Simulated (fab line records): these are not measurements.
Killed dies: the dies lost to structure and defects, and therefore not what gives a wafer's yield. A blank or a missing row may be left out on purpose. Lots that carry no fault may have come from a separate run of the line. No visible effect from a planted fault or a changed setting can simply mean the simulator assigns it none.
A lot that was struck, set against a sound lot | flow sky130 | 38 steps out of a route of 708
Sound: wafers L611.2, L611.4, L611.5. Wafers struck: L607.2, L607.3, L607.6. Last of all comes the cause.
Each step with rows lists, per side, the tool, then ch with its chambers, then its first start. Under that, the readings that differ: sound wafers | struck wafers | difference of the means | sigmas: that difference in standard deviations of wafers without a fault.
alike: same words and numbers on both sides, and readings whose means sit less than 2 such deviations apart. not compared: any withheld reading, any reading some wafer has no value for, any bound like >300 that may hide the same value, and any number with overlapping values for which the record gives no deviation.
A row with sigmas, a row that says differs or no value, or rows on one side alone: a step with any of these is where the two part. When numbers do not overlap yet have no deviation, they are printed without sigmas and do not part them. A reading missing from all wafers of one side parts the sides only when that side holds two or more wafers.

first, 11 steps without rows for these wafers: SKY_CAP2M_DEHYDRATE_05 (time 60 s); SKY_CAP2M_HMDS_06 (prime time 60 s); SKY_CAP2M_COAT_07 (resist thk 1140 nm); SKY_CAP2M_SOFTBAKE_08 (time 60 s); SKY_CAP2M_EXPOSE_09 (exposes mask CAP2M, target cd 1000 nm); SKY_CAP2M_PEB_10; SKY_CAP2M_DEVELOP_11 (develop time 60 s); SKY_CAP2M_METAL_ETCH_13 (etches TiN in Cl2/BCl3, stops on SiO2, target depth 220 nm, time 62.9 s); SKY_CAP2M_STRIP_14 (strips in O2/N2); SKY_CAP2M_STRIP_15 (strips in post etch residue remover, time 1200 s); SKY_CAP2M_CLEAN_16 (cleans in IPA, time 180 s).
SKY_CAP2M_CLEAN_17: cleans in O3/DIW.
  sound on wetBench-03 ch 3, day 46 21:46; struck on wetBench-01 ch 2, day 45 16:28
then, 25 steps without rows for these wafers: SKY_METAL4_DEHYDRATE_05 (time 60 s); SKY_METAL4_HMDS_06 (prime time 60 s); SKY_METAL4_COAT_07 (resist thk 60 nm); SKY_METAL4_COAT_08 (resist thk 1140 nm); SKY_METAL4_SOFTBAKE_09 (time 90 s); SKY_METAL4_EXPOSE_10 (exposes mask MM4, target cd 300 nm); SKY_METAL4_PEB_11; SKY_METAL4_DEVELOP_12 (develop time 60 s); SKY_METAL4_DESCUM_15 (chemistry O2, time 8 s); SKY_METAL4_ETCH_16 (etches BARC in N2/H2, stops on SiO2, time 88.2 s, target depth 60 nm); SKY_METAL4_ETCH_17 (etches SiO2 in C4F8/O2/Ar, stops on TiN, time 3.9 s, target depth 15 nm); SKY_METAL4_METAL_ETCH_18 (etches the open film in Cl2/BCl3, stops on SiO2, target depth 845 nm, time 183.1 s); SKY_METAL4_STRIP_19 (strips in O2/N2); SKY_METAL4_STRIP_20 (strips in post etch residue remover, time 1200 s); SKY_METAL4_CLEAN_21 (cleans in IPA, time 180 s); SKY_METAL4_CLEAN_22 (cleans in O3/DIW); SKY_VIA4_HDPCVD_00 (deposits SiO2, target thk 1750 nm, time 291.7 s); SKY_VIA4_CMP_02 (polishes SiO2); SKY_VIA4_DEHYDRATE_04 (time 60 s); SKY_VIA4_HMDS_05 (prime time 60 s); SKY_VIA4_COAT_06 (resist thk 1140 nm); SKY_VIA4_SOFTBAKE_07 (time 60 s); SKY_VIA4_EXPOSE_08 (exposes mask VIM4, target cd 800 nm); SKY_VIA4_PEB_09; SKY_VIA4_DEVELOP_10 (develop time 60 s).
-- the record jumps here: 4 days lie between the struck wafers' starts before and after (it left off in module VIA4 and takes up again in module PAD_OPEN, whose first step shown is number 708 of the route) --
SKY_PAD_OPEN_PROBE_99:
  sound on prober-02 at day 50 22:23; struck on prober-02 at day 50 01:01
reading                               | sound            | struck                                                                  | difference                   | sigmas
hold                                  | - - -            | awaitDispo/1.1h/release awaitDispo/1.1h/release awaitDispo/1.1h/release | no value on the sound wafers | 
defectLimitedYield (%)                | 85.6 87.0 81.3   | 72.0 73.6 76.8                                                          | -10.5                        | -6
killedAtOther                         | 1 0 3            | 49 41 37                                                                | +41                          | +61
killedDies                            | 71 64 92         | 138 130 114                                                             | +52                          | +6
sort_bin_3_pad_short (%)              | 0 0.8 0.6        | 3.0 2.6 1.6                                                             | +1.9                         | +5
sort_bin_5_function (%)               | 8.1 6.7 12.2     | 18.9 16.1 15.0                                                          | +7.7                         | +6
sortNPass                             | 421 428 400      | 354 362 378                                                             | -52                          | -6
sortYieldPct (%)                      | 85.6 87.0 81.3   | 72.0 73.6 76.8                                                          | -10.5                        | -6
model.etest.tester.sortNPass          | 421 428 400      | 354 362 378                                                             | -52                          | 
model.etest.tester.sortYieldPct (%)   | 85.57 86.99 81.3 | 71.95 73.58 76.83                                                       | -10.50                       | 
model.etest.tester.sort_bin_5_pct (%) | 8.13 6.707 12.2  | 18.9 16.06 15.04                                                        | +7.7                         | 
model.etest.tester.sort_bin_3_pct (%) | 0 0.813 0.6098   | 3.049 2.642 1.626                                                       | +1.965                       | 
  alike: killed_at_M0_to_M3, killed_at_M4_up, killedAtContacts, killedAtFrontEnd, killedOpen, killedShort, sort_bin_6_memory

WHERE THEY PART
SKY_PAD_OPEN_PROBE_99 only, going by this record.

WHY: what had been put in by the simulator
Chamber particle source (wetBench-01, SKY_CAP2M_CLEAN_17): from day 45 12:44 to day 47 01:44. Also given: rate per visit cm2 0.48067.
